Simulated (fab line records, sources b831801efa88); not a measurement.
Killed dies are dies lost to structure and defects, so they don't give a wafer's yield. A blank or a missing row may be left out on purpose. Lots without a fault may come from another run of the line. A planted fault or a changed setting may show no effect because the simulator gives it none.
Problem report in the 8D (eight disciplines) form, filled by code | flow gf180mcu | the parts of the form that need people (team, actions taken, sign-off) are left out

1. THE PROBLEM
NSD_TW at GF_NSD_TW_MEAS_12 reads a mean of 3850 on 6 wafers of 2 lots; wafers without a fault read 4249 with a standard deviation of 42. That is -9.5 standard deviations from the usual mean.
First seen on wafer L110.2, day 15 23:35, on film_metro-03. The record holds 33 wafers of 11 lots with a number at this step. Rule for "out", or "out of limits": more than 4 standard deviations from the usual mean. The other wafers with a number count as sound.

2. WHAT IT IS AND WHAT IT IS NOT
question                    | is                           | is not
which readings at this step | NSD_TW                       | -
which lots                  | L110, L111                   | L105, L106, L107, L108, L109, L119, L122, L123, L125
which wafers of those lots  | all that have a number       | -
read on which gauges        | film_metro-01, film_metro-03 | film_metro-04
when                        | from day 15 23:35            | up to then (15 sound wafers); but 12 sound wafers of L119, L122, L123, L125 came after

3. SUSPECTS, AND WHAT RULES EACH OUT
Counting: a tool at a process step up to the reading stays a suspect if it ran every lot that is out and no sound lot after the first of them.
- the gauge at GF_NSD_TW_MEAS_12: ruled out. The wafers that are out were read on 2 gauges (film_metro-01, film_metro-03).
- implanter-01 at GF_NSD_IMPLANT_09: kept. It ran every lot that is out, first L110 (day 15 23:12), and no sound lot after that; its last sound lot up to then is L108 (day 15 14:59). Its own readings are out on those wafers: dose_ions_cm2, faraday_current_uA.
- plasma_asher-03 at GF_NSD_STRIP_11 (strips in O2/N2): kept. It ran every lot that is out, first L110 (day 15 23:28), and no sound lot after that; its last sound lot up to then is L108 (day 15 15:16). Its own readings are out on those wafers: oes_product_au, strip_time_to_endpoint_s.
Left after counting: implanter-01 at GF_NSD_IMPLANT_09, plasma_asher-03 at GF_NSD_STRIP_11.

4. THE CAUSE (what the simulator had put in)
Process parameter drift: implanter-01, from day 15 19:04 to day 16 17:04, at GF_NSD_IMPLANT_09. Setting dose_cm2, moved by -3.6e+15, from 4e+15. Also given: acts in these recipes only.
Counting left 2 suspects, and this tool is among them.

5. THE CHAIN OF EFFECTS, in route order
Each row: a reading whose mean over the struck wafers that have a number lies more than 3 standard deviations from the usual. Only readings for which the record gives a usual standard deviation are gone through. hours: the time from each lot's start at the first step in this table that gives one to its start at this step, as a median over the lots. sigmas: the change in usual standard deviations.
hours | step              | reading                   | usual         | on struck wafers | change     | sigmas
0     | GF_NSD_IMPLANT_09 | beam_on_s                 | 18.8 s        | 10.0             | -8.8       | -3.1
0     | GF_NSD_IMPLANT_09 | dose_ions_cm2             | 4.001e+15     | 4.015e+14        | -3.600e+15 | -99 or more
0     | GF_NSD_IMPLANT_09 | end_station_pressure_torr | 1.31e-05 Torr | 6.72e-06         | -6.38e-06  | -3.4
0     | GF_NSD_IMPLANT_09 | faraday_current_uA        | 11928         | 2226             | -9702      | -5.7
0     | GF_NSD_STRIP_11   | oes_product_au            | 0.487 a.u.    | 0.608            | +0.121     | +25
0     | GF_NSD_STRIP_11   | strip_time_to_endpoint_s  | 22.96 s       | 15.79            | -7.17      | -99 or more
0     | GF_NSD_TW_MEAS_12 | NSD_TW                    | 4249          | 3850             | -399       | -9.5
23    | GF_PSD_RS_MEAS_14 | NSD_RS                    | 46.14 ohm/sq  | 95.74            | +49.60     | +99 or more
The process steps in it:
- GF_NSD_IMPLANT_09
- GF_NSD_STRIP_11: strips in O2/N2.

6. WHAT WOULD HAVE CAUGHT IT SOONER
In this record the first reading out of limits at a measuring or inspecting step was taken at day 15 23:35, 5 hours after the fault began at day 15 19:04.
The tool's own readings at GF_NSD_IMPLANT_09 were out on every struck wafer that the step has a row for (dose_ions_cm2, faraday_current_uA): an alarm limit on them would have fired on the first of those.
Of the lots that are out (2), L111 began GF_NSD_IMPLANT_09 on implanter-01 after day 15 23:35. A hold on the tool at that time would have spared it.
